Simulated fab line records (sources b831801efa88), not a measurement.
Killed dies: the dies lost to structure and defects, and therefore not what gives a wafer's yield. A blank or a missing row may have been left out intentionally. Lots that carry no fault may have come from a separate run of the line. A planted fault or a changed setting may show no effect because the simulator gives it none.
One fault through the eyes of 2 desks | flow gf180mcu | only its own numbers are on each desk; what lay behind them is given at the end

== TOOL OWNER'S DESK, cvd-w-01 ==
The tool's own readings at GF_V5_CVD_23 (deposits W, target thk 350 nm, time 104.9 s): means of the sampled wafers that have a number, for each lot that ran on this tool. The brackets show how far a lot's mean lies from the usual mean; more than 4 standard deviations puts the lot out of limits, marked OUT.
Columns: A = heater-power-w at GF_V5_CVD_23, usual 758 W
lot  | first seen here | A
L689 | day 28 11:20    | 838
L691 | day 29 09:49    | 825
L695 | day 30 06:57    | 791
L696 | day 30 18:05    | 835
L697 | day 30 21:18    | 813
L698 | day 31 13:43    | 795
This desk's verdict: no lot among the 6 shows anything out of limits.

== FROM THE METROLOGY DESK ==
Lot by lot, what the gauges showed, no matter which tool ran the lot: averages of those sampled wafers that carry a number. The brackets show how far a lot's mean lies from the usual mean; more than 4 standard deviations puts the lot out of limits, marked OUT.
Columns: A = cd-nm at GF_M5_CD_MEAS_07, usual 280.1 nm; B = V5_W_RS at GF_V5_RS_MEAS_24, usual 0.326 ohm/sq; C = V5_W_THK at GF_V5_THK_MEAS_25, usual 366 nm; D = TOP_METAL_ALCU_RS at GF_TOP_METAL_RS_MEAS_05, usual 0.0330 ohm/sq
lot  | first seen here | A     | B                       | C             | D
L685 | day 25 23:34    | 280.3 | 0.330                   | 359           | 0.0328
L686 | day 26 13:01    | 280.5 | 0.328                   | 361           | 0.0330
L689 | day 27 12:16    | 279.7 | 0.320                   | 368           | 0.0328
L691 | day 28 12:08    | 280.4 | 0.324                   | 370           | 0.0332
L695 | day 29 09:41    | 280.8 | 0.320                   | 371           | 0.0334
L696 | day 29 22:16    | 279.7 | 0.323                   | 368           | 0.0332
L697 | day 30 00:56    | 280.0 | 0.784 (+99 or more) OUT | 152 (-46) OUT | 0.0331
L698 | day 30 17:49    | 278.5 | 0.763 (+99 or more) OUT | 156 (-45) OUT | 0.0330
L699 | day 30 21:20    | 279.2 | 0.329                   | 369           | 0.0322
L704 | day 32 09:07    | 279.6 | 0.327                   | 367           | 0.0333
L707 | day 32 16:56    | 281.8 | 0.330                   | 364           | 0.0328
This desk reports L697, L698 out of limits; the earliest was L697 at day 30 21:26 (V5_W_RS at GF_V5_RS_MEAS_24). In limits: L685, L686, L689, L691, L695, L696, L699, L704, L707.

== ALL TOGETHER ==
L697, L698 would have let the metrology desk raise an alarm at day 30 21:26.
The tool owner's desk saw nothing out of limits.
The tool owner's desk has L697, L698 on record, within its limits.
Every lot named ran GF_V5_CVD_23 on cvd-w-01.

== WHAT THE SIMULATOR HAD INSERTED ==
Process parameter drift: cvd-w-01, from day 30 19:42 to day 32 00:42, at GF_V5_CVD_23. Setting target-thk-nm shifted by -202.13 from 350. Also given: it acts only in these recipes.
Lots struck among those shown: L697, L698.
Time in hours between the start of the fault and the first out-of-limits reading at each desk: metrology desk, 2.
